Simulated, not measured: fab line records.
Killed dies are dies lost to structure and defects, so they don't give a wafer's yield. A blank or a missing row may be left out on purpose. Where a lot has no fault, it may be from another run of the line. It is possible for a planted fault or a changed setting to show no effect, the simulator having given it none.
Which tool did it? + flow sky130 + 72 wafers from 24 lots sampled at 5 of the route's 708 steps

## WHAT EACH GAUGE READ, for each wafer
SKY_GATE_OXIDE_OVL_MEAS_10. Usual: for GATE_OXIDE_OVL the level is 0.1 nm and the standard deviation is 1.5.
| lot  | measured     | on         | GATE_OXIDE_OVL (nm) | flag |
|------|--------------|------------|---------------------|------|
| L074 | day 13 16:39 | overlay-02 | 3.1 2.2 2.7         |      |
| L075 | day 13 22:33 | overlay-02 | -2.0 -3.4 -2.0      |      |
| L076 | day 14 04:46 | overlay-02 | -1.3 -1.6 0.9       |      |
| L077 | day 14 12:12 | overlay-01 | -0.9 -1.7 -1.3      |      |
| L078 | day 15 02:00 | overlay-01 | -1.2 -4.9 -2.9      |      |
| L079 | day 15 11:17 | overlay-02 | 0.3 -0.7 -0.6       |      |
| L080 | day 15 22:40 | overlay-02 | 0.9 0.8 1.6         |      |
| L081 | day 15 22:58 | overlay-02 | 2.2 1.8 -0.1        |      |
| L082 | day 16 15:31 | overlay-02 | 2.8 -0.7 0.9        |      |
| L083 | day 17 12:36 | overlay-01 | -0.4 1.7 -0.9       |      |
| L084 | day 18 11:58 | overlay-01 | 1.3 1.0 1.6         |      |
| L085 | day 18 12:11 | overlay-01 | -1.2 -1.0 -0.7      |      |
| L086 | day 18 15:34 | overlay-01 | 2.9 3.2 1.8         |      |
| L087 | day 18 15:44 | overlay-02 | -2.2 -1.5 -1.8      |      |
| L088 | day 19 01:59 | overlay-01 | 0.7 0.4 0.9         |      |
| L089 | day 19 06:08 | overlay-01 | 1.4 1.2 1.9         |      |
| L090 | day 19 10:39 | overlay-01 | 2.3 1.0 1.9         |      |
| L092 | day 20 04:47 | overlay-01 | -0.1 2.4 0.7        |      |
| L091 | day 20 05:01 | overlay-02 | -1.6 -1.9 -0.9      |      |
| L093 | day 20 12:41 | overlay-01 | 0.8 0.3 -0.8        |      |
| L094 | day 20 20:31 | overlay-02 | -2.3 -1.4 -0.1      |      |
| L095 | day 21 01:00 | overlay-01 | -0.7 0.0 -1.1       |      |
| L096 | day 21 05:19 | overlay-01 | 1.2 1.0 0.3         |      |
| L097 | day 21 22:03 | overlay-01 | -0.2 0.7 0.2        |      |

SKY_VIA4_THK_MEAS_01. Usual: for VIA4_HDPCVD_THK the level is 1765 nm and the standard deviation is 27.
| lot  | measured     | on            | VIA4_HDPCVD_THK (nm) | flag |
|------|--------------|---------------|----------------------|------|
| L074 | day 41 13:38 | film metro-02 | 1705 1751 1725       |      |
| L075 | day 41 19:17 | film metro-02 | 1774 1757 1769       |      |
| L076 | day 42 03:18 | film metro-02 | 1743 1732 1769       |      |
| L077 | day 42 08:28 | film metro-01 | 1716 1725 1777       |      |
| L078 | day 42 20:51 | film metro-01 | 1741 1739 1767       |      |
| L079 | day 43 03:58 | film metro-02 | 1798 1795 1785       |      |
| L080 | day 43 21:11 | film metro-03 | 1810 1778 1792       |      |
| L081 | day 43 13:37 | film metro-03 | 1795 1788 1773       |      |
| L082 | day 44 01:39 | film metro-03 | 1718 1748 1742       |      |
| L083 | day 44 19:05 | film metro-02 | 1740 1752 1776       |      |
| L084 | day 45 10:31 | film metro-03 | 1748 1768 1783       |      |
| L085 | day 45 12:37 | film metro-01 | 1775 1802 1784       |      |
| L086 | day 45 14:31 | film metro-03 | 1769 1761 1752       |      |
| L087 | day 45 15:38 | film metro-01 | 1753 1744 1755       |      |
| L088 | day 45 20:16 | film metro-02 | 1744 1764 1757       |      |
| L089 | day 45 23:10 | film metro-02 | 1796 1755 1772       |      |
| L090 | day 46 00:31 | film metro-02 | 1723 1756 1751       |      |
| L092 | day 46 14:55 | film metro-01 | 1766 1758 1761       |      |
| L091 | day 46 15:08 | film metro-03 | 1774 1820 1828       |      |
| L093 | day 46 18:30 | film metro-01 | 1780 1770 1827       |      |
| L094 | day 46 22:33 | film metro-01 | 1715 1724 1731       |      |
| L095 | day 47 04:48 | film metro-01 | 1773 1785 1802       |      |
| L096 | day 47 08:16 | film metro-02 | 1725 1738 1775       |      |
| L097 | day 47 15:08 | film metro-03 | 1781 1780 1793       |      |

## TOOL THAT RAN EACH LOT (tool first, then ch and the chambers of the sampled wafers, then the start)
| lot  | SKY_LOCAL_INTERCONNECT_ETCH_13    | SKY_METAL3_DESCUM_15              | SKY_METAL4_SPUTTER_02        |
|------|-----------------------------------|-----------------------------------|------------------------------|
| L074 | rie metal-03 ch 0,1, day 30 02:29 | rie metal-03 ch 0,1, day 38 07:49 | pvd sputter-01, day 39 11:23 |
| L075 | rie metal-02 ch 0,1, day 30 08:37 | rie metal-01 ch 0,1, day 38 12:10 | pvd sputter-01, day 39 16:17 |
| L076 | rie metal-01 ch 0,1, day 30 19:32 | rie metal-03 ch 0,1, day 38 22:01 | pvd sputter-01, day 40 01:44 |
| L077 | rie metal-01 ch 0,1, day 31 04:32 | rie metal-01 ch 0,1, day 39 03:34 | pvd sputter-01, day 40 07:55 |
| L078 | rie metal-01 ch 1, day 31 15:58   | rie metal-02 ch 0,1, day 39 16:07 | pvd sputter-01, day 40 19:34 |
| L079 | rie metal-01 ch 0,1, day 31 23:05 | rie metal-01 ch 0,1, day 39 22:41 | pvd sputter-04, day 41 02:10 |
| L080 | rie metal-03 ch 0,1, day 32 19:16 | rie metal-02 ch 0,1, day 40 16:52 | pvd sputter-03, day 41 20:38 |
| L081 | rie metal-02 ch 1, day 32 10:40   | rie metal-01 ch 0,1, day 40 09:55 | pvd sputter-01, day 41 12:59 |
| L082 | rie metal-03 ch 0,1, day 32 23:25 | rie metal-02 ch 0,1, day 40 22:01 | pvd sputter-03, day 42 01:40 |
| L083 | rie metal-03 ch 0,1, day 33 20:10 | rie metal-03 ch 0,1, day 41 16:31 | pvd sputter-01, day 42 19:12 |
| L084 | rie metal-02 ch 0, day 34 14:52   | rie metal-03 ch 0,1, day 42 10:22 | pvd sputter-04, day 43 12:09 |
| L085 | rie metal-03 ch 0,1, day 34 16:43 | rie metal-01 ch 1, day 42 12:01   | pvd sputter-03, day 43 14:02 |
| L086 | rie metal-02 ch 0, day 34 20:41   | rie metal-03 ch 0, day 42 14:21   | pvd sputter-03, day 43 16:20 |
| L087 | rie metal-01 ch 0,1, day 34 21:02 | rie metal-02 ch 0,1, day 42 15:16 | pvd sputter-03, day 43 17:39 |
| L088 | rie metal-02 ch 0,1, day 35 04:25 | rie metal-02 ch 0,1, day 42 21:49 | pvd sputter-04, day 43 23:27 |
| L089 | rie metal-02 ch 0,1, day 35 08:43 | rie metal-01 ch 0,1, day 43 00:27 | pvd sputter-01, day 44 02:24 |
| L090 | rie metal-01 ch 0,1, day 35 10:14 | rie metal-02 ch 0,1, day 43 02:38 | pvd sputter-01, day 44 03:44 |
| L092 | rie metal-03 ch 0,1, day 36 02:46 | rie metal-03 ch 0,1, day 43 17:01 | pvd sputter-03, day 44 18:02 |
| L091 | rie metal-02 ch 0,1, day 36 03:40 | rie metal-02 ch 0,1, day 43 17:28 | pvd sputter-01, day 44 18:52 |
| L093 | rie metal-01 ch 0,1, day 36 08:23 | rie metal-02 ch 0,1, day 43 22:05 | pvd sputter-01, day 44 23:15 |
| L094 | rie metal-01 ch 1, day 36 15:25   | rie metal-01 ch 0,1, day 44 04:40 | pvd sputter-04, day 45 04:47 |
| L095 | rie metal-03 ch 0, day 36 19:49   | rie metal-01 ch 0,1, day 44 08:36 | pvd sputter-04, day 45 09:35 |
| L096 | rie metal-02 ch 0,1, day 37 00:04 | rie metal-02 ch 0,1, day 44 12:19 | pvd sputter-01, day 45 13:34 |
| L097 | rie metal-02 ch 0,1, day 37 13:01 | rie metal-01 ch 0,1, day 44 22:06 | pvd sputter-04, day 45 21:44 |
- SKY_LOCAL_INTERCONNECT_ETCH_13: etches BARC in N2/H2, stops on SiO2, time 45.9 s, target depth 60 nm.
- SKY_METAL3_DESCUM_15: chemistry O2, time 8 s.
- SKY_METAL4_SPUTTER_02: material AlCu, target thk 735 nm, time 39.1 s.

## AS READ BY THE TOOLS THEMSELVES (means over the sampled wafers that have a number; for cases with no such wafer, the mark the record gives instead)
SKY_LOCAL_INTERCONNECT_ETCH_13. Usual: drypump motor current A 6.00 A, standard deviation 0.27; oes product au 0.855 a.u., standard deviation 0.0045; throttle valve pct 13.224 %, standard deviation 0.0088.
| lot  | tool         | drypump motor current A (A) | oes product au (a.u.) | throttle valve pct (%) | flag |
|------|--------------|-----------------------------|-----------------------|------------------------|------|
| L074 | rie metal-03 | 5.74                        | 0.859                 | 13.217                 |      |
| L075 | rie metal-02 | 6.18                        | 0.859                 | 13.222                 |      |
| L076 | rie metal-01 | 5.83                        | 0.858                 | 13.227                 |      |
| L077 | rie metal-01 | 5.85                        | 0.859                 | 13.226                 |      |
| L078 | rie metal-01 | 6.26                        | 0.859                 | 13.223                 |      |
| L079 | rie metal-01 | 5.81                        | 0.857                 | 13.225                 |      |
| L080 | rie metal-03 | 5.95                        | 0.861                 | 13.221                 |      |
| L081 | rie metal-02 | 6.03                        | 0.855                 | 13.220                 |      |
| L082 | rie metal-03 | 5.94                        | 0.852                 | 13.230                 |      |
| L083 | rie metal-03 | 5.95                        | 0.860                 | 13.220                 |      |
| L084 | rie metal-02 | 6.19                        | 0.859                 | 13.226                 |      |
| L085 | rie metal-03 | 5.94                        | 0.855                 | 13.218                 |      |
| L086 | rie metal-02 | 6.20                        | 0.854                 | 13.238                 |      |
| L087 | rie metal-01 | 5.82                        | 0.854                 | 13.233                 |      |
| L088 | rie metal-02 | 6.14                        | 0.857                 | 13.227                 |      |
| L089 | rie metal-02 | 6.14                        | 0.855                 | 13.229                 |      |
| L090 | rie metal-01 | 5.82                        | 0.850                 | 13.221                 |      |
| L092 | rie metal-03 | 5.94                        | 0.851                 | 13.228                 |      |
| L091 | rie metal-02 | 6.13                        | 0.852                 | 13.229                 |      |
| L093 | rie metal-01 | 5.83                        | 0.849                 | 13.222                 |      |
| L094 | rie metal-01 | 6.24                        | 0.851                 | 13.223                 |      |
| L095 | rie metal-03 | 5.56                        | 0.854                 | 13.226                 |      |
| L096 | rie metal-02 | 6.16                        | 0.857                 | 13.222                 |      |
| L097 | rie metal-02 | 6.15                        | 0.849                 | 13.225                 |      |

SKY_METAL3_DESCUM_15. Usual: drypump motor current A 5.99 A, standard deviation 0.27; oes product au 1.004 a.u., standard deviation 0.022.
| lot  | tool         | drypump motor current A (A) | oes product au (a.u.) | flag |
|------|--------------|-----------------------------|-----------------------|------|
| L074 | rie metal-03 | 5.92                        | 1.012                 |      |
| L075 | rie metal-01 | 6.02                        | 0.984                 |      |
| L076 | rie metal-03 | 5.92                        | 1.009                 |      |
| L077 | rie metal-01 | 5.81                        | 0.978                 |      |
| L078 | rie metal-02 | 6.14                        | 1.019                 |      |
| L079 | rie metal-01 | 5.82                        | 0.972                 |      |
| L080 | rie metal-02 | 6.13                        | 1.026                 |      |
| L081 | rie metal-01 | 6.02                        | 0.982                 |      |
| L082 | rie metal-02 | 6.14                        | 1.019                 |      |
| L083 | rie metal-03 | 5.93                        | 1.013                 |      |
| L084 | rie metal-03 | 5.93                        | 1.017                 |      |
| L085 | rie metal-01 | 6.25                        | 0.986                 |      |
| L086 | rie metal-03 | 5.56                        | 1.035                 |      |
| L087 | rie metal-02 | 6.08                        | 1.022                 |      |
| L088 | rie metal-02 | 6.08                        | 1.023                 |      |
| L089 | rie metal-01 | 6.03                        | 0.980                 |      |
| L090 | rie metal-02 | 6.09                        | 1.026                 |      |
| L092 | rie metal-03 | 5.76                        | 1.020                 |      |
| L091 | rie metal-02 | 6.13                        | 1.025                 |      |
| L093 | rie metal-02 | 6.08                        | 1.022                 |      |
| L094 | rie metal-01 | 5.82                        | 0.976                 |      |
| L095 | rie metal-01 | 6.06                        | 0.976                 |      |
| L096 | rie metal-02 | 6.16                        | 1.022                 |      |
| L097 | rie metal-01 | 5.80                        | 0.976                 |      |

SKY_METAL4_SPUTTER_02. Usual: 30.6 % for throttle valve pct, sd 0.76.
| lot  | tool           | throttle valve pct (%) | flag |
|------|----------------|------------------------|------|
| L074 | pvd sputter-01 | 30.5                   |      |
| L075 | pvd sputter-01 | 30.8                   |      |
| L076 | pvd sputter-01 | 30.1                   |      |
| L077 | pvd sputter-01 | 30.0                   |      |
| L078 | pvd sputter-01 | 30.2                   |      |
| L079 | pvd sputter-04 | 31.0                   |      |
| L080 | pvd sputter-03 | 30.1                   |      |
| L081 | pvd sputter-01 | 30.4                   |      |
| L082 | pvd sputter-03 | 30.6                   |      |
| L083 | pvd sputter-01 | 30.2                   |      |
| L084 | pvd sputter-04 | 31.3                   |      |
| L085 | pvd sputter-03 | 30.1                   |      |
| L086 | pvd sputter-03 | 30.1                   |      |
| L087 | pvd sputter-03 | 30.2                   |      |
| L088 | pvd sputter-04 | 31.3                   |      |
| L089 | pvd sputter-01 | 30.1                   |      |
| L090 | pvd sputter-01 | 30.6                   |      |
| L092 | pvd sputter-03 | 29.9                   |      |
| L091 | pvd sputter-01 | 30.7                   |      |
| L093 | pvd sputter-01 | 30.8                   |      |
| L094 | pvd sputter-04 | 31.7                   |      |
| L095 | pvd sputter-04 | 31.3                   |      |
| L096 | pvd sputter-01 | 30.6                   |      |
| L097 | pvd sputter-04 | 31.3                   |      |

## THE ANSWER, worked out from the rows above alone
Rule: a lot counts as off when the mean over its wafers that have a number is more than 3 standard deviations away from the usual mean. A lot without any number at a reading at which 4 lots or more have one is off too. All remaining lots with rows at the step are treated as sound. The gauges are gone through in route order, then the tools' own readings, and for those a lot's mean is taken as printed above. At the first step where some lot is off, the reading lying furthest off is the one used; lots without a number count as furthest.
Across all readings shown, no lot is off: no conclusion can be drawn from this.

## WHAT THE SIMULATOR HAD INSERTED
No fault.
